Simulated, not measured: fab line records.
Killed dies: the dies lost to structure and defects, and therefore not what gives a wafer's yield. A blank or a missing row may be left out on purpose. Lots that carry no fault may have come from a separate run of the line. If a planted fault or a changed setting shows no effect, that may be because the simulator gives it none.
fab line records -- flow sky130
record: lots: 5, wafers: 14, lastDay: 49
route steps=708 shown LI_CONTACT@371 PAD_OPEN@708
lots that met no fault: taken from a fault-free run of the same line
startH: the number of hours between the record's first day and the start of the first shown wafer of the lot -- waitH: how many hours have passed since the lot's step before this one -- " same as the row above -- L1.1+2: one row covering several wafers at once -- - no value present, or no start provided -- * or withheld: withheld -- < > ~ a bound
route shown NAME@n: names a module that has steps shown in the file, with the first one's number in the route -- usual: mean/standard deviation taken from wafers without a fault -- same: alike in all rows -- chamber/n: place in a boat -- sites: the reading at each site -- _std_site: the values' standard deviation -- _edge_site: inner sites' mean taken away from outer sites' mean -- radiusMm: how far each site lies from the wafer's centre -- mask NAME#n: copy n -- behind: the most recent tool/chamber to have shaped the wafer -- hold: what put the lot on hold/how long, in hours/how the hold closed -- device: names the non-switching transistor (n, p or np) -- end of line: tests of these same wafers at the route's end -- step lacking rows: just its recipe -- killed: at the first sort, the dies lost to defects and structure; wafer yield is something else -- map: a wafer's dies, marking killed ones x, the rest . and places with no die _
set.NAME: the setting the step ran with; set.NAME@STEP: the setting that earlier step ran with -- model.NAME: the simulator's own value behind a step, which no gauge read
lots at selected steps of the route; one table per step, one row per wafer
services: a tool's chamber out of use, with start hour (startH, from the record's first day; less than 0 if before it), hours out, and reason
== steps ==
step: SKY_LI_CONTACT_EXPOSE_09
recipe: maskId: LICM1, na: 0.8, sourceShape: annular, sigmaInner: 0.55, sigmaOuter: 0.85, targetCdNm: 170, doseMj: 38
step: SKY_LI_CONTACT_PEB_10
recipe: pebTempC: withheld, pebTimeS: withheld, resist: KrF-thick
step: SKY_LI_CONTACT_DEVELOP_11
recipe: developTimeS: 60, resist: KrF-thick, devTempC: 21
step: SKY_LI_CONTACT_CD_MEAS_12
recipe: targetCdNm: 170
usual: cdNm: 170.4/1.5
lot.wafer,tool,chamber,startH,waitH,cdNm
L712.1,cdSem-01,-,669.45,-,167.2
L712.4,cdSem-01,-,669.45,-,167.7
L712.5,cdSem-01,-,669.45,-,168.5
L714.3,cdSem-02,-,714.65,-,170.7
L714.5,cdSem-02,-,714.65,-,169.0
L714.6,cdSem-02,-,714.65,-,169.4
L719.2,cdSem-02,-,803.02,-,168.8
L719.3,cdSem-02,-,803.02,-,169.8
L719.6,cdSem-02,-,803.02,-,168.8
L723.1,cdSem-02,-,804.91,-,173.1
L723.6,cdSem-02,-,804.91,-,173.1
L726.3,cdSem-01,-,810.40,-,172.6
L726.4,cdSem-01,-,810.40,-,173.4
L726.6,cdSem-01,-,810.40,-,174.5
step: SKY_LI_CONTACT_OVL_MEAS_13
usual: LI_CONTACT_OVL: -2/5.6
lot.wafer,tool,chamber,startH,waitH,LI_CONTACT_OVL[nm]
L712.1,overlay-02,-,669.57,0.1,-2
L712.4,overlay-02,-,669.57,0.1,4
L712.5,overlay-02,-,669.57,0.1,-3
L714.3,overlay-01,-,714.74,0.1,-6
L714.5,overlay-01,-,714.74,0.1,3
L714.6,overlay-01,-,714.74,0.1,3
L719.2,overlay-02,-,803.13,0.1,3
L719.3,overlay-02,-,803.13,0.1,2
L719.6,overlay-02,-,803.13,0.1,-3
L723.1,overlay-01,-,805.03,0.1,1
L723.6,overlay-01,-,805.03,0.1,10
L726.3,overlay-01,-,810.49,0.1,-4
L726.4,overlay-01,-,810.49,0.1,-2
L726.6,overlay-01,-,810.49,0.1,-2
step: SKY_LI_CONTACT_ETCH_14
recipe: chemistry: N2/H2, target: BARC, ionEnergyEv: 200, sourceW: 500, biasW: 100, pressureMtorr: 30, n2FlowSccm: 100, h2FlowSccm: 200, stopOn: SiO2, timeS: 45.9, targetDepthA: 600
usual: biasW: 100.0/0.33, drypumpMotorCurrentA: 5.6/0.33, oesProductAu: 0.854/0.0049, throttleValvePct: 13.224/0.0087
lot.wafer,tool,chamber,startH,waitH,biasW,drypumpMotorCurrentA,oesProductAu,rfHoursCounterH,throttleValvePct
L712.1,rieDiel-04,3,669.61,0.0,100.1,5.8,0.856,5,13.220
L712.4,rieDiel-04,1,669.61,0.0,100.4,5.2,0.851,22,13.230
L712.5,rieDiel-04,3,669.61,0.0,100.3,5.8,0.857,-,13.236
L714.3,rieDiel-02,1,714.76,0.0,99.7,5.6,0.850,3,13.233
L714.5,rieDiel-02,3,714.76,0.0,100.3,5.1,0.857,-,13.225
L714.6,rieDiel-02,0,714.76,0.0,99.9,5.9,0.858,-,13.240
L719.2,rieDiel-02,3,803.16,0.0,100.2,5.1,0.849,3,13.207
L719.3,rieDiel-02,0,803.16,0.0,99.8,5.9,0.848,16,13.232
L719.6,rieDiel-02,1,803.16,0.0,100.0,5.6,0.860,-,13.225
L723.1,rieDiel-03,2,805.06,0.0,99.8,5.7,0.855,16,13.229
L723.6,rieDiel-03,0,805.06,0.0,100.5,5.9,0.861,-,13.218
L726.3,rieDiel-04,1,810.51,0.0,100.0,5.2,0.855,25,13.215
L726.4,rieDiel-04,2,810.51,0.0,100.0,6.1,0.862,15,13.221
L726.6,rieDiel-04,1,810.51,0.0,99.6,5.2,0.864,-,13.225
step: SKY_LI_CONTACT_ETCH_15
recipe: target: PSG, chemistry: C4F8/O2/Ar, stopOn: Si, taperDeg: 4.15, maskMaterial: KrF-thick, sourceW: 1500, biasW: 1200, pressureMtorr: 40, c4f8FlowSccm: withheld, O2_flow_sccm: 6, Ar_flow_sccm: 300, timeS: withheld, targetDepthA: 6000
usual: biasW: 1200/3.6, oesProductAu: 0.836/0.0046
lot.wafer,tool,chamber,startH,waitH,biasW,oesProductAu
L712.1,rieDiel-04,3,669.65,0.0,1204,0.832
L712.4,rieDiel-04,1,669.65,0.0,1203,0.836
L712.5,rieDiel-04,3,669.65,0.0,1197,0.836
L714.3,rieDiel-02,1,714.81,0.0,1200,0.833
L714.5,rieDiel-02,3,714.81,0.0,1204,0.840
L714.6,rieDiel-02,0,714.81,0.0,1195,0.838
L719.2,rieDiel-02,3,803.20,0.0,1199,0.837
L719.3,rieDiel-02,0,803.20,0.0,1200,0.836
L719.6,rieDiel-02,1,803.20,0.0,1196,0.840
L723.1,rieDiel-03,2,805.11,0.0,1197,0.829
L723.6,rieDiel-03,0,805.11,0.0,1202,0.840
L726.3,rieDiel-04,1,810.56,0.0,1196,0.838
L726.4,rieDiel-04,2,810.56,0.0,1202,0.839
L726.6,rieDiel-04,1,810.56,0.0,1195,0.838
step: SKY_LI_CONTACT_STRIP_16
recipe: chemistry: O2/N2, powerW: 1400, pressureMtorr: 1500, platenTempC: withheld, o2FlowSccm: 3000, n2FlowSccm: 300, overashFraction: 0.5
usual: drypumpMotorCurrentA: 5.7/0.66, oesProductAu: 0.375/0.0048, stripTimeToEndpointS: 3.48/0.04
lot.wafer,tool,chamber,startH,waitH,drypumpMotorCurrentA,oesProductAu,rfHoursCounterH,stripTimeToEndpointS
L712.1,plasmaAsher-03,1,669.74,-,4.9,0.370,24,3.44
L712.4,plasmaAsher-03,0,669.74,-,5.8,0.373,-,3.47
L712.5,plasmaAsher-03,0,669.74,-,5.8,0.373,-,3.39
L714.3,plasmaAsher-01,0,714.92,-,5.3,0.375,-,3.50
L714.5,plasmaAsher-01,1,714.92,-,5.6,0.370,-,3.48
L714.6,plasmaAsher-01,0,714.92,-,5.3,0.377,-,3.48
L719.2,plasmaAsher-03,1,803.29,-,4.9,0.373,38,3.48
L719.3,plasmaAsher-03,0,803.29,-,5.8,0.372,-,3.53
L719.6,plasmaAsher-03,1,803.29,-,5.0,0.374,-,3.51
L723.1,plasmaAsher-03,1,805.19,-,4.9,0.384,38,3.42
L723.6,plasmaAsher-03,1,805.19,-,4.9,0.376,-,3.52
L726.3,plasmaAsher-03,1,810.68,-,5.0,0.375,-,3.47
L726.4,plasmaAsher-03,0,810.68,-,5.8,0.370,-,3.49
L726.6,plasmaAsher-03,1,810.68,-,4.9,0.370,-,3.47
step: SKY_LI_CONTACT_CLEAN_17
recipe: chemistry: NMP, timeS: 600, tempC: 60, dry: n2Spin
step: SKY_LI_CONTACT_PRE_CLEAN_18
recipe: gas: Ar, timeS: 5.6, biasV: 358
step: SKY_LI_CONTACT_SPUTTER_19
recipe: material: Ti, targetThkNm: 20, chamberPressurePa: 5, powerW: 2500, substrateTempC: 200, timeS: 106.37
usual: throttleValvePct: 30.0/1.1
lot.wafer,tool,chamber,startH,waitH,throttleValvePct
L712.1,pvdSputter-01,-,670.03,0.0,28.6
L712.4,pvdSputter-01,-,670.03,0.0,28.5
L712.5,pvdSputter-01,-,670.03,0.0,30.6
L714.3,pvdSputter-01,-,715.20,0.0,28.3
L714.5,pvdSputter-01,-,715.20,0.0,28.8
L714.6,pvdSputter-01,-,715.20,0.0,30.8
L719.2,pvdSputter-03,-,803.58,0.0,31.9
L719.3,pvdSputter-03,-,803.58,0.0,29.9
L719.6,pvdSputter-03,-,803.58,0.0,31.6
L723.1,pvdSputter-02,-,805.49,0.0,29.0
L723.6,pvdSputter-02,-,805.49,0.0,30.0
L726.3,pvdSputter-02,-,810.95,0.0,29.0
L726.4,pvdSputter-02,-,810.95,0.0,29.5
L726.6,pvdSputter-02,-,810.95,0.0,29.2
step: SKY_LI_CONTACT_SPUTTER_20
recipe: material: TiN, targetThkNm: 20, chamberPressurePa: 5, powerW: 4000, timeS: 80
usual: throttleValvePct: 30.0/1.1
lot.wafer,tool,chamber,startH,waitH,throttleValvePct
L712.1,pvdSputter-01,-,670.11,0.0,29.0
L712.4,pvdSputter-01,-,670.11,0.0,28.8
L712.5,pvdSputter-01,-,670.11,0.0,30.4
L714.3,pvdSputter-01,-,715.28,0.0,28.5
L714.5,pvdSputter-01,-,715.28,0.0,28.8
L714.6,pvdSputter-01,-,715.28,0.0,30.7
L719.2,pvdSputter-03,-,803.66,0.0,32.0
L719.3,pvdSputter-03,-,803.66,0.0,29.7
L719.6,pvdSputter-03,-,803.66,0.0,32.0
L723.1,pvdSputter-02,-,805.56,0.0,29.1
L723.6,pvdSputter-02,-,805.56,0.0,29.8
L726.3,pvdSputter-02,-,811.03,0.0,29.4
L726.4,pvdSputter-02,-,811.03,0.0,29.9
L726.6,pvdSputter-02,-,811.03,0.0,28.9
step: SKY_LI_CONTACT_CVD_21
recipe: material: W, targetThkNm: 400, timeS: 120.56, tempC: 400, pressureTorr: 40
usual: heaterPowerW: 770/73, susceptorTempC: 399.95/0.2
lot.wafer,tool,chamber,startH,waitH,heaterPowerW,susceptorTempC,model.W_of_LI_CONTACT_CVD_21.thkNm
L712.1,cvdW-02,0,670.17,0.0,758,399.95,407.4
L712.4,cvdW-02,1,670.17,0.0,870,400.20,408.5
L712.5,cvdW-02,1,670.17,0.0,865,400.62,404.4
L714.3,cvdW-02,0,715.38,0.1,736,399.65,404.8
L714.5,cvdW-02,0,715.38,0.1,753,399.82,405.5
L714.6,cvdW-02,1,715.38,0.1,876,399.64,403.3
L719.2,cvdW-01,0,803.72,0.0,696,399.79,399.4
L719.3,cvdW-01,1,803.72,0.0,755,399.96,397
L719.6,cvdW-01,0,803.72,0.0,679,399.89,401.5
L723.1,cvdW-02,1,805.62,0.0,886,399.63,396.3
L723.6,cvdW-02,1,805.62,0.0,887,399.65,416.1
L726.3,cvdW-01,0,811.13,0.1,703,400.18,396.2
L726.4,cvdW-01,1,811.13,0.1,755,400.30,398
L726.6,cvdW-01,1,811.13,0.1,760,400.05,397.8
step: SKY_LI_CONTACT_RS_MEAS_22
recipe: thkMeasGauge: four-point-probe, reads: W_of_LI_CONTACT_CVD_21+TiN_of_LI_CONTACT_SPUTTER_20+Ti_of_LI_CONTACT_SPUTTER_19
usual: LI_CONTACT_W_RS: 0.283/0.0038
lot.wafer,tool,chamber,startH,waitH,LI_CONTACT_W_RS[ohm/sq]
L712.1,filmMetro-02,-,670.29,0.1,0.280
L712.4,filmMetro-02,-,670.29,0.1,0.279
L712.5,filmMetro-02,-,670.29,0.1,0.282
L714.3,filmMetro-02,-,715.50,0.1,0.281
L714.5,filmMetro-02,-,715.50,0.1,0.281
L714.6,filmMetro-02,-,715.50,0.1,0.282
L719.2,filmMetro-03,-,803.87,0.1,0.285
L719.3,filmMetro-03,-,803.87,0.1,0.287
L719.6,filmMetro-03,-,803.87,0.1,0.283
L723.1,filmMetro-04,-,805.75,0.1,0.288
L723.6,filmMetro-04,-,805.75,0.1,0.274
L726.3,filmMetro-03,-,811.25,0.1,0.288
L726.4,filmMetro-03,-,811.25,0.1,0.286
L726.6,filmMetro-03,-,811.25,0.1,0.287
step: SKY_PAD_OPEN_PROBE_99
usual: killed_at_M0_to_M3: 42/7.3, killed_at_M4_up: 3.4/2, killedAtContacts: 24/5.8, killedAtFrontEnd: 15/4.6, killedAtOther: 0.3/0.62, killedDies: 84/9.8, killedOpen: 47/6.9, killedShort: 38/6.3
same: grossDies: 492, killedAtBackSide: 0
lot.wafer,tool,chamber,startH,waitH,killed_at_M0_to_M3,killed_at_M4_up,killedAtContacts,killedAtFrontEnd,killedAtOther,killedDies,killedOpen,killedShort
L712.1,prober-02,-,1064.20,0.1,55,2,22,19,0,98,54,44
L712.4,prober-02,-,1064.35,0.2,44,2,21,9,0,76,51,25
L712.5,prober-02,-,1064.40,0.2,39,3,35,10,0,87,54,33
L714.3,prober-01,-,1102.36,0.2,37,4,17,17,0,75,34,41
L714.5,prober-01,-,1102.46,0.2,34,3,17,19,0,73,39,34
L714.6,prober-01,-,1102.51,0.2,46,3,19,21,0,89,51,38
L719.2,prober-02,-,1169.75,0.1,26,2,22,13,0,63,36,27
L719.3,prober-02,-,1169.80,0.2,39,4,31,12,0,86,44,42
L719.6,prober-02,-,1169.95,0.2,49,1,27,10,0,87,58,29
killed by level:class
L712.1 CONTACT:geometricParticle:open=13 VIA3:geometricParticle:open=12 FIELD_ISO:geometricParticle:short=7 VIA2:geometricParticle:short=7 VIA1:geometricParticle:open=6 METAL2:geometricParticle:short=6 VIA3:geometricParticle:short=6 VIA2:geometricParticle:open=5
L712.4 VIA2:geometricParticle:open=11 VIA3:geometricParticle:open=10 CONTACT:geometricParticle:open=8 LI_CONTACT:geometricParticle:open=6 FIELD_ISO:geometricParticle:open=5 LOCAL_INTERCONNECT:geometricParticle:short=4 VIA1:geometricParticle:short=4 VIA3:geometricParticle:short=4
L712.5 LI_CONTACT:geometricParticle:open=12 CONTACT:geometricParticle:open=11 LOCAL_INTERCONNECT:geometricParticle:short=7 VIA1:geometricParticle:open=7 METAL2:geometricParticle:short=6 VIA2:geometricParticle:open=6 VIA3:geometricParticle:open=6 METAL3:geometricParticle:short=5
L714.3 METAL1:geometricParticle:short=9 VIA1:geometricParticle:open=8 POLY_GATE:geometricParticle:short=6 CONTACT:geometricParticle:open=6 METAL2:geometricParticle:short=6 LI_CONTACT:geometricParticle:open=5 POLY_CUT:geometricParticle:short=4 POLY_GATE:geometricParticle:open=3
L714.5 CONTACT:geometricParticle:open=7 POLY_GATE:geometricParticle:short=6 METAL1:geometricParticle:short=5 FIELD_ISO:geometricParticle:open=4 VIA2:geometricParticle:open=4 VIA1:geometricParticle:open=4 METAL3:geometricParticle:short=4 POLY_GATE:geometricParticle:open=3
L714.6 VIA1:geometricParticle:open=13 CONTACT:geometricParticle:open=7 METAL1:geometricParticle:short=7 POLY_GATE:geometricParticle:short=6 VIA3:geometricParticle:open=6 METAL2:geometricParticle:short=5 POLY_GATE:geometricParticle:open=5 VIA2:geometricParticle:open=5
L719.2 VIA1:geometricParticle:open=9 POLY_GATE:geometricParticle:open=8 LOCAL_INTERCONNECT:geometricParticle:short=8 CONTACT:geometricParticle:open=7 VIA1:geometricParticle:short=4 VIA2:geometricParticle:open=4 LI_CONTACT:geometricParticle:short=3 METAL4:geometricParticle:short=2
L719.3 CONTACT:geometricParticle:open=11 METAL2:geometricParticle:short=8 VIA1:geometricParticle:open=8 VIA2:geometricParticle:open=8 LOCAL_INTERCONNECT:geometricParticle:short=7 LI_CONTACT:geometricParticle:open=6 METAL1:geometricParticle:short=5 VIA1:geometricParticle:short=5
L719.6 CONTACT:geometricParticle:open=14 VIA1:geometricParticle:open=13 VIA3:geometricParticle:open=8 POLY_GATE:geometricParticle:open=6 METAL2:geometricParticle:short=6 VIA2:geometricParticle:open=6 CONTACT:geometricParticle:short=5 LI_CONTACT:geometricParticle:open=4
== services ==
tool,chamber,startH,hours,kind
pvdSputter-01,-,647.49,3.3,repair
plasmaAsher-01,-,657.00,40.0,repair
pvdSputter-01,-,660.96,4.3,repair
rieDiel-02,3,666.38,-,clean
rieDiel-02,3,666.38,16.5,scheduledDown
rieDiel-02,3,666.38,16.5,ventCycle
rieDiel-03,0,669.62,16.5,repair
plasmaAsher-03,-,671.64,2.8,pm
cvdW-02,-,672.98,6.9,pm
rieDiel-04,2,678.15,4.4,repair
pvdSputter-01,-,688.43,3.9,repair
rieDiel-04,0,709.82,3.2,repair
pvdSputter-01,-,722.45,14.3,repair
pvdSputter-02,-,725.86,0.5,repair
pvdSputter-02,-,753.06,2.0,repair
pvdSputter-03,-,768.61,2.6,repair
cvdW-01,1,769.64,14.5,repair
rieDiel-03,3,772.90,2.5,repair
rieDiel-03,2,783.19,1.8,repair
rieDiel-02,2,788.18,-,clean
rieDiel-02,2,788.18,16.4,scheduledDown
rieDiel-02,2,788.18,16.4,ventCycle
== key ==
firstSign none at tools or gauges
modelEffect: step: SKY_LI_CONTACT_CVD_21, value: W_of_LI_CONTACT_CVD_21.thkNm, without: 396, struck: 416.1
metAt SKY_LI_CONTACT_CVD_21
struckWafers L723.6
testerLeftOut L723
onsetBetween 715.38 805.62
fault: kind: processParameterDrift, tool: cvdW-02, chamber: -, onsetH: 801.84, steps: SKY_LI_CONTACT_CVD_21, channel: targetThkNm, offset: 20.082, shape: step, endH: 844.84, scope: struckWafersOnly, actsIn: theseRecipesOnly, stated: 400
testerLeftOut: of these lots the tester's yield and bins aren't shown, on N5 and GAA mostly nor the transistor test; their killed dies are dies lost to structure and defects alone, not to doping, threshold or leakage, so they don't give the yield
